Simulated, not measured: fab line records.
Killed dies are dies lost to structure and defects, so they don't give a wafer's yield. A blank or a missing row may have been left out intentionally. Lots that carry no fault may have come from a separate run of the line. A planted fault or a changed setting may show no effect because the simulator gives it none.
fab line records -- flow sky130
[record] lots = 6, wafers = 18, last_day = 50
route steps=708 shown LDD_HVN@274 LDD_HVP@278 PAD_OPEN@708
lots untouched by any fault: they come from a run of this same line in which no faults occurred
start_h: hours from the record's first day to the start of the lot's first wafer shown -- wait_h: hours elapsed since this lot's preceding step -- " the same as in the row above -- L1.1+2: several wafers, shown together as one row -- - no value, or no start given -- * or withheld: withheld -- < > ~ a bound
route shown NAME@n: NAME is a module with steps in the file, n the number in the route of the first one -- usual: mean and standard deviation over wafers with no fault -- same: alike in all rows -- chamber/n: place in a boat -- sites: each site's reading -- _std_site: the values' standard deviation -- _edge_site: outer sites' mean less inner sites' -- radius_mm: for every site, how far away it sits from the centre of the wafer -- mask NAME#n: copy n -- behind: the tool/chamber that last shaped the wafer -- hold: cause of the lot's hold/its duration in hours/its outcome -- device: whichever transistor did not switch (one of n, p or np) -- end of line: the same wafers' tests at the end of the route -- a step with no rows: only its recipe -- killed: dies lost to structure and defects at the first sort, not the wafer's yield -- map: the dies of a wafer, with x for killed, . for not killed, _ for no die there
set.NAME: the setting the step ran with; set.NAME@STEP: the setting that earlier step ran with -- model.NAME: the simulator's own value behind a step, which no gauge read
a table for each step, a row for each wafer; lots at some steps of the route
services: when a tool's chamber went out of use (start_h, in hours from the record's first day, below 0 if earlier), for how many hours, and the reason
[[steps]]
[step SKY_LDD_HVN_OVL_MEAS_07]
[usual] LDD_HVN_OVL = 0.6/1.4
lot.wafer,tool,chamber,start_h,wait_h,LDD_HVN_OVL[nm]
L859.3,overlay-02,-,490.72,0.1,0.0
L859.4,overlay-02,-,490.72,0.1,0.1
L859.5,overlay-02,-,490.72,0.1,0.2
L865.1,overlay-02,-,538.85,0.1,-0.6
L865.2,overlay-02,-,538.85,0.1,-1.3
L865.6,overlay-02,-,538.85,0.1,-1.3
L866.2,overlay-02,-,553.52,0.1,2.1
L866.3,overlay-02,-,553.52,0.1,1.8
L866.4,overlay-02,-,553.52,0.1,1.7
L876.2,overlay-01,-,629.76,0.1,1.7
L876.4,overlay-01,-,629.76,0.1,1.2
L876.5,overlay-01,-,629.76,0.1,3.6
L877.1,overlay-01,-,635.56,0.1,-1.4
L877.4,overlay-01,-,635.56,0.1,-2.2
L877.6,overlay-01,-,635.56,0.1,0.8
L880.2,overlay-01,-,673.71,0.1,0.2
L880.3,overlay-01,-,673.71,0.1,0.9
L880.5,overlay-01,-,673.71,0.1,-0.2
[step SKY_LDD_HVN_IMPLANT_08]
[recipe] species = P, energy_kev = 60, dose_cm2 = 3e+13, tilt_deg = 40
[step SKY_LDD_HVN_STRIP_09]
[recipe] chemistry = O2/N2, power_w = 1400, pressure_mtorr = 1500, platen_temp_c = withheld, o2_flow_sccm = 3000, n2_flow_sccm = 300, overash_fraction = 0.5
[usual] chamber_pressure_mTorr = 1500.1/1.4, drypump_motor_current_A = 5.5/0.34, oes_product_au = 0.408/0.0042, strip_time_to_endpoint_s = 4.136/0.014
[same] overash_fraction = 0.5
lot.wafer,tool,chamber,start_h,wait_h,chamber_pressure_mTorr,drypump_motor_current_A,oes_product_au,rf_hours_counter_h,strip_time_to_endpoint_s
L859.3,plasma_asher-02,1,490.92,0.1,1499.7,5.0,0.405,-,4.120
L859.4,plasma_asher-02,0,490.92,0.1,1503.4,5.9,0.413,-,4.111
L859.5,plasma_asher-02,1,490.92,0.1,1498.7,5.0,0.406,-,4.124
L865.1,plasma_asher-02,0,539.04,0.1,1500.2,5.9,0.416,85,4.135
L865.2,plasma_asher-02,1,539.04,0.1,1500.0,5.0,0.413,85,4.127
L865.6,plasma_asher-02,0,539.04,0.1,1501.9,5.9,0.410,-,4.153
L866.2,plasma_asher-03,1,553.70,0.1,1500.8,5.7,0.406,12,4.156
L866.3,plasma_asher-03,0,553.70,0.1,1498.9,4.9,0.394,-,4.144
L866.4,plasma_asher-03,1,553.70,0.1,1500.0,5.7,0.411,-,4.129
L876.2,plasma_asher-01,1,630.09,0.1,1499.6,5.6,0.411,51,4.139
L876.4,plasma_asher-01,1,630.09,0.1,1500.1,5.6,0.410,-,4.129
L876.5,plasma_asher-01,1,630.09,0.1,1499.4,5.6,0.413,-,4.113
L877.1,plasma_asher-03,0,635.75,0.1,1500.6,4.9,0.409,21,4.172
L877.4,plasma_asher-03,0,635.75,0.1,1498.2,4.9,0.413,-,4.170
L877.6,plasma_asher-03,0,635.75,0.1,1500.8,4.9,0.412,-,4.158
L880.2,plasma_asher-03,1,673.96,0.1,1499.9,5.7,0.401,25,4.156
L880.3,plasma_asher-03,0,673.96,0.1,1500.5,4.9,0.412,-,4.140
L880.5,plasma_asher-03,0,673.96,0.1,1500.7,4.9,0.410,-,4.132
[step SKY_LDD_HVN_TW_MEAS_10]
[usual] LDD_HVN_TW = 1436/13
lot.wafer,tool,chamber,start_h,wait_h,LDD_HVN_TW
L859.3,film_metro-01,-,491.01,0.1,1440
L859.4,film_metro-01,-,491.01,0.1,1444
L859.5,film_metro-01,-,491.01,0.1,1443
L865.1,film_metro-02,-,539.14,0.1,1451
L865.2,film_metro-02,-,539.14,0.1,1450
L865.6,film_metro-02,-,539.14,0.1,1442
L866.2,film_metro-01,-,553.81,0.1,1448
L866.3,film_metro-01,-,553.81,0.1,1448
L866.4,film_metro-01,-,553.81,0.1,1440
L876.2,film_metro-02,-,630.20,0.1,1452
L876.4,film_metro-02,-,630.20,0.1,1451
L876.5,film_metro-02,-,630.20,0.1,1454
L877.1,film_metro-01,-,635.85,0.1,1436
L877.4,film_metro-01,-,635.85,0.1,1437
L877.6,film_metro-01,-,635.85,0.1,1441
L880.2,film_metro-01,-,674.07,0.1,1444
L880.3,film_metro-01,-,674.07,0.1,1444
L880.5,film_metro-01,-,674.07,0.1,1437
[step SKY_LDD_HVP_DEHYDRATE_00]
[recipe] temp_c = 200, time_s = 60
[step SKY_LDD_HVP_HMDS_01]
[recipe] prime_time_s = 60, prime_temp_c = 120
[step SKY_LDD_HVP_COAT_02]
[recipe] resist = NOVOLAK, spin_rpm = 3000, resist_thk_nm = 300
[step SKY_LDD_HVP_SOFTBAKE_03]
[recipe] temp_c = 90, time_s = 60, resist = NOVOLAK
[step SKY_LDD_HVP_EXPOSE_04]
[recipe] mask_id = HVPTM, na = 0.6, source_shape = conventional, sigma_outer = 0.6, polarization = unpolarized, target_cd_nm = 700, dose_mj = 86
[step SKY_LDD_HVP_PEB_05]
[recipe] temp_c = withheld, time_s = *, resist = NOVOLAK
[step SKY_LDD_HVP_DEVELOP_06]
[recipe] resist = NOVOLAK, developer = TMAH, develop_time_s = 60, dev_temp_c = 23
[step SKY_LDD_HVP_OVL_MEAS_07]
[usual] LDD_HVP_OVL = 0.4/1.5
lot.wafer,tool,chamber,start_h,wait_h,LDD_HVP_OVL[nm]
L859.3,overlay-01,-,521.42,0.1,-1.1
L859.4,overlay-01,-,521.42,0.1,-0.6
L859.5,overlay-01,-,521.42,0.1,-0.8
L865.1,overlay-02,-,569.26,0.1,-1.7
L865.2,overlay-02,-,569.26,0.1,-0.7
L865.6,overlay-02,-,569.26,0.1,0.7
L866.2,overlay-01,-,583.54,0.1,-2.4
L866.3,overlay-01,-,583.54,0.1,-1.0
L866.4,overlay-01,-,583.54,0.1,-0.7
L876.2,overlay-01,-,659.44,0.1,0.7
L876.4,overlay-01,-,659.44,0.1,1.2
L876.5,overlay-01,-,659.44,0.1,-2.3
L877.1,overlay-02,-,664.58,0.1,1.7
L877.4,overlay-02,-,664.58,0.1,1.1
L877.6,overlay-02,-,664.58,0.1,0.6
L880.2,overlay-02,-,702.17,0.1,0.7
L880.3,overlay-02,-,702.17,0.1,3.8
L880.5,overlay-02,-,702.17,0.1,0.0
[step SKY_LDD_HVP_IMPLANT_08]
[recipe] species = B, energy_kev = 20, dose_cm2 = 1.7e+13, tilt_deg = 17.9
[usual] dose_ions_cm2 = 1.6994e+13/1.9e+10
lot.wafer,tool,chamber,start_h,wait_h,dose_ions_cm2
L859.3,implanter-03,0,521.49,0.1,1.6985e+13
L859.4,implanter-03,0,521.49,0.1,1.7002e+13
L859.5,implanter-03,0,521.49,0.1,1.7e+13
L865.1,implanter-04,0,569.30,0.0,1.7778e+13
L865.2,implanter-04,0,569.30,0.0,1.7816e+13
L865.6,implanter-04,0,569.30,0.0,1.7794e+13
L866.2,implanter-04,0,583.59,0.0,1.7759e+13
L866.3,implanter-04,0,583.59,0.0,1.7752e+13
L866.4,implanter-04,0,583.59,0.0,1.7737e+13
L876.2,implanter-02,0,659.49,0.0,1.6982e+13
L876.4,implanter-02,0,659.49,0.0,1.6994e+13
L876.5,implanter-02,0,659.49,0.0,1.6989e+13
L877.1,implanter-02,0,664.62,0.0,1.7003e+13
L877.4,implanter-02,0,664.62,0.0,1.6983e+13
L877.6,implanter-02,0,664.62,0.0,1.7008e+13
L880.2,implanter-04,0,702.22,0.0,1.6969e+13
L880.3,implanter-04,0,702.22,0.0,1.6984e+13
L880.5,implanter-04,0,702.22,0.0,1.6998e+13
[step SKY_LDD_HVP_STRIP_09]
[recipe] chemistry = O2/N2, power_w = 1400, pressure_mtorr = 1500, platen_temp_c = withheld, o2_flow_sccm = 3000, n2_flow_sccm = 300, overash_fraction = 0.5
[usual] chamber_pressure_mTorr = 1500.0/1.3, drypump_motor_current_A = 5.5/0.55, oes_product_au = 0.408/0.0041, strip_time_to_endpoint_s = 4.135/0.014
[same] overash_fraction = 0.5
lot.wafer,tool,chamber,start_h,wait_h,chamber_pressure_mTorr,drypump_motor_current_A,oes_product_au,rf_hours_counter_h,strip_time_to_endpoint_s
L859.3,plasma_asher-01,1,521.62,0.1,1498.4,5.6,0.417,-,4.156
L859.4,plasma_asher-01,0,521.62,0.1,1499.4,5.7,0.411,-,4.120
L859.5,plasma_asher-01,1,521.62,0.1,1500.5,5.6,0.408,-,4.151
L865.1,plasma_asher-04,0,569.45,0.1,1497.8,6.2,0.408,75,4.160
L865.2,plasma_asher-04,1,569.45,0.1,1499.1,4.8,0.403,75,4.132
L865.6,plasma_asher-04,1,569.45,0.1,1497.2,4.8,0.404,-,4.142
L866.2,plasma_asher-03,0,583.72,0.1,1499.8,4.9,0.410,16,4.131
L866.3,plasma_asher-03,0,583.72,0.1,1501.4,4.9,0.409,-,4.133
L866.4,plasma_asher-03,1,583.72,0.1,1499.0,5.6,0.401,-,4.144
L876.2,plasma_asher-04,0,659.62,0.1,1498.0,6.2,0.408,84,4.144
L876.4,plasma_asher-04,0,659.62,0.1,1498.8,6.2,0.409,-,4.126
L876.5,plasma_asher-04,0,659.62,0.1,1499.1,6.2,0.407,-,4.157
L877.1,plasma_asher-03,0,664.77,0.1,1500.1,4.9,0.401,23,4.135
L877.4,plasma_asher-03,1,664.77,0.1,1501.0,5.7,0.410,-,4.124
L877.6,plasma_asher-03,0,664.77,0.1,1497.9,4.9,0.405,-,4.142
L880.2,plasma_asher-01,0,702.35,0.1,1501.4,5.7,0.410,58,4.119
L880.3,plasma_asher-01,0,702.35,0.1,1498.7,5.7,0.413,-,4.104
L880.5,plasma_asher-01,0,702.35,0.1,1499.7,5.7,0.411,-,4.116
[step SKY_PAD_OPEN_PROBE_99]
[usual] killed_at_M0_to_M3 = 43/7.2, killed_at_M4_up = 3.0/2, killed_at_contacts = 24/5.5, killed_at_front_end = 15/4.2, killed_at_other = 0.3/0.51, killed_dies = 85/10, killed_open = 46/7.3, killed_short = 38/6.4
[same] gross_dies = 492, killed_at_back_side = 0
lot.wafer,tool,chamber,start_h,wait_h,killed_at_M0_to_M3,killed_at_M4_up,killed_at_contacts,killed_at_front_end,killed_at_other,killed_dies,killed_open,killed_short,model.etest.tip_p_5v.rs_ohm_sq
L859.3,prober-02,-,1093.48,0.2,48,6,26,17,0,97,46,51,2861
L859.4,prober-02,-,1093.53,0.2,39,4,25,14,0,82,47,35,2860
L859.5,prober-02,-,1093.58,0.2,40,6,21,19,1,87,46,41,2866
L865.1,prober-01,-,1129.71,0.1,47,2,28,16,1,94,53,41,2771
L865.2,prober-01,-,1129.76,0.1,48,7,25,10,0,90,50,40,2786
L865.6,prober-01,-,1129.96,0.2,47,0,29,11,1,88,46,42,2778
L866.2,prober-01,-,1139.27,0.1,44,1,20,20,0,85,48,37,2776
L866.3,prober-01,-,1139.32,0.2,50,3,27,20,1,101,61,40,2772
L866.4,prober-01,-,1139.37,0.2,52,1,24,18,1,96,58,38,2771
L876.2,prober-02,-,1184.77,0.1,43,2,16,13,0,74,37,37,2889
L876.4,prober-02,-,1184.87,0.2,50,2,30,12,0,94,49,45,2912
L876.5,prober-02,-,1184.92,0.2,37,7,22,12,0,78,38,40,2911
L877.1,prober-01,-,1187.18,0.1,38,3,27,17,0,85,44,41,2825
L877.4,prober-01,-,1187.33,0.2,34,3,19,12,1,69,40,29,2831
L877.6,prober-01,-,1187.43,0.2,43,2,20,15,0,80,44,36,2852
L880.2,prober-01,-,1211.03,0.1,42,3,25,14,1,85,46,39,2851
L880.3,prober-01,-,1211.08,0.2,51,14,14,14,0,93,47,46,2868
L880.5,prober-01,-,1211.18,0.2,54,3,16,21,0,94,48,46,2865
// killed by level:class
L859.3 VIA3:geometric_particle:open=11 LI_CONTACT:geometric_particle:open=9 VIA2:geometric_particle:open=9 FIELD_ISO:geometric_particle:short=8 CONTACT:geometric_particle:open=7 VIA3:geometric_particle:short=7 VIA2:geometric_particle:short=6 POLY_GATE:geometric_particle:short=5
L859.4 LI_CONTACT:geometric_particle:open=9 VIA3:geometric_particle:open=9 CONTACT:geometric_particle:open=9 VIA1:geometric_particle:open=6 VIA2:geometric_particle:open=5 LOCAL_INTERCONNECT:geometric_particle:short=4 VIA3:geometric_particle:short=4 METAL4:geometric_particle:short=4
L859.5 METAL2:geometric_particle:short=11 VIA3:geometric_particle:open=10 FIELD_ISO:geometric_particle:open=7 CONTACT:geometric_particle:open=7 VIA2:geometric_particle:open=7 LOCAL_INTERCONNECT:geometric_particle:short=6 FIELD_ISO:geometric_particle:short=4 VIA1:geometric_particle:open=4
L865.1 VIA1:geometric_particle:open=14 LI_CONTACT:geometric_particle:open=10 CONTACT:geometric_particle:open=9 VIA2:geometric_particle:open=8 CONTACT:geometric_particle:short=6 FIELD_ISO:geometric_particle:short=5 VIA1:geometric_particle:short=5 METAL2:geometric_particle:short=5
L865.2 VIA1:geometric_particle:open=18 VIA1:geometric_particle:short=10 CONTACT:geometric_particle:open=7 METAL2:geometric_particle:short=7 LOCAL_INTERCONNECT:geometric_particle:short=6 LI_CONTACT:geometric_particle:open=6 VIA3:geometric_particle:open=4 METAL1:geometric_particle:short=4
L865.6 VIA1:geometric_particle:open=14 CONTACT:geometric_particle:open=12 LOCAL_INTERCONNECT:geometric_particle:short=7 METAL1:geometric_particle:short=7 LI_CONTACT:geometric_particle:open=5 SPACER:geometric_particle:short=4 LI_CONTACT:geometric_particle:short=4 VIA2:geometric_particle:open=4
L866.2 VIA1:geometric_particle:open=12 LI_CONTACT:geometric_particle:open=9 METAL1:geometric_particle:short=9 VIA2:geometric_particle:open=7 FIELD_ISO:geometric_particle:short=6 CONTACT:geometric_particle:open=6 FIELD_ISO:geometric_particle:open=4 POLY_GATE:geometric_particle:short=4
L866.3 VIA1:geometric_particle:open=13 CONTACT:geometric_particle:open=11 LI_CONTACT:geometric_particle:open=8 VIA2:geometric_particle:open=7 FIELD_ISO:geometric_particle:open=6 METAL1:geometric_particle:short=6 VIA3:geometric_particle:short=6 LOCAL_INTERCONNECT:geometric_particle:short=5
L866.4 VIA1:geometric_particle:open=19 LI_CONTACT:geometric_particle:open=9 CONTACT:geometric_particle:open=6 VIA1:geometric_particle:short=6 FIELD_ISO:geometric_particle:short=5 VIA2:geometric_particle:open=5 VIA2:geometric_particle:short=4 VIA3:geometric_particle:open=4
L876.2 VIA1:geometric_particle:open=10 VIA3:geometric_particle:open=8 LOCAL_INTERCONNECT:geometric_particle:short=5 METAL2:geometric_particle:short=5 FIELD_ISO:geometric_particle:open=4 CONTACT:geometric_particle:short=4 CONTACT:geometric_particle:open=4 VIA1:geometric_particle:short=4
L876.4 VIA1:geometric_particle:open=12 CONTACT:geometric_particle:open=9 VIA1:geometric_particle:short=9 VIA3:geometric_particle:open=9 LI_CONTACT:geometric_particle:open=8 METAL2:geometric_particle:short=7 POLY_GATE:geometric_particle:short=5 POLY_GATE:geometric_particle:open=5
L876.5 VIA1:geometric_particle:open=10 CONTACT:geometric_particle:open=9 VIA2:geometric_particle:open=7 CONTACT:geometric_particle:short=7 METAL1:geometric_particle:short=7 METAL4:geometric_particle:short=5 VIA1:geometric_particle:short=4 POLY_GATE:geometric_particle:open=4
L877.1 CONTACT:geometric_particle:open=11 VIA1:geometric_particle:open=9 VIA3:geometric_particle:open=7 POLY_GATE:geometric_particle:open=6 POLY_GATE:geometric_particle:short=5 CONTACT:geometric_particle:short=5 VIA3:geometric_particle:short=5 METAL2:geometric_particle:short=5
L877.4 VIA1:geometric_particle:open=7 VIA3:geometric_particle:open=7 METAL2:geometric_particle:short=6 LI_CONTACT:geometric_particle:open=5 LOCAL_INTERCONNECT:geometric_particle:short=5 CONTACT:geometric_particle:open=5 VIA2:geometric_particle:open=4 FIELD_ISO:geometric_particle:open=3
L877.6 VIA3:geometric_particle:open=8 CONTACT:geometric_particle:open=6 CONTACT:geometric_particle:short=6 METAL1:geometric_particle:short=6 METAL2:geometric_particle:short=6 VIA2:geometric_particle:open=6 POLY_GATE:geometric_particle:open=5 LI_CONTACT:geometric_particle:open=5
L880.2 CONTACT:geometric_particle:open=14 VIA1:geometric_particle:open=12 POLY_GATE:geometric_particle:short=8 VIA2:geometric_particle:open=5 VIA1:geometric_particle:short=5 VIA3:geometric_particle:open=5 METAL2:geometric_particle:short=4 LOCAL_INTERCONNECT:geometric_particle:short=4
L880.3 VIA1:geometric_particle:open=12 METAL4:geometric_particle:short=10 VIA3:geometric_particle:open=7 CONTACT:geometric_particle:open=7 VIA2:geometric_particle:open=6 VIA1:geometric_particle:short=5 POLY_GATE:geometric_particle:short=5 VIA2:geometric_particle:short=5
L880.5 VIA1:geometric_particle:open=12 METAL1:geometric_particle:short=9 CONTACT:geometric_particle:open=8 VIA2:geometric_particle:open=8 FIELD_ISO:geometric_particle:open=6 POLY_GATE:geometric_particle:short=5 VIA1:geometric_particle:short=5 FIELD_ISO:geometric_particle:short=4
[[services]]
tool,chamber,start_h,hours,kind
implanter-04,-,475.28,1.4,repair
plasma_asher-02,-,478.60,1.2,repair
implanter-04,-,485.54,11.1,repair
implanter-02,-,486.14,4.9,pm
implanter-02,-,509.15,1.8,repair
implanter-03,-,528.62,19.5,pm
implanter-04,-,540.93,0.9,repair
plasma_asher-03,-,552.33,1.2,repair
implanter-02,-,574.09,1.4,repair
plasma_asher-02,-,578.95,2.8,pm
implanter-02,-,585.12,6.6,repair
implanter-02,-,614.53,7.2,repair
implanter-03,-,661.16,14.7,pm
plasma_asher-01,-,664.32,2.1,repair
implanter-04,-,673.35,4.7,pm
plasma_asher-03,-,679.27,0.9,repair
[[key]]
[first_sign] step = SKY_LDD_HVP_IMPLANT_08, reading = dose_ions_cm2, direction = up, sigmas = 41, usual = *, struck = *
effect none on later readings
[model_effect] step = SKY_PAD_OPEN_PROBE_99, value = etest.tip_p_5v.rs_ohm_sq, without = 2867, struck = 2775
met_at SKY_LDD_HVP_IMPLANT_08
struck_wafers L865.1,L865.2,L865.6,L866.2,L866.3,L866.4
tester_left_out L865,L866
[fault] kind = process_parameter_drift, tool = implanter-04, chamber = -, onset_h = 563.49, steps = SKY_LDD_HVP_IMPLANT_08, channel = dose_cm2, offset = *, shape = step, end_h = 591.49, acts_in = *, stated = *
// tester_left_out: of these lots the tester's yield and bins aren't shown, on N5 and GAA mostly nor the transistor test; their killed dies are dies lost to structure and defects alone, not to doping, threshold or leakage, so they don't give the yield
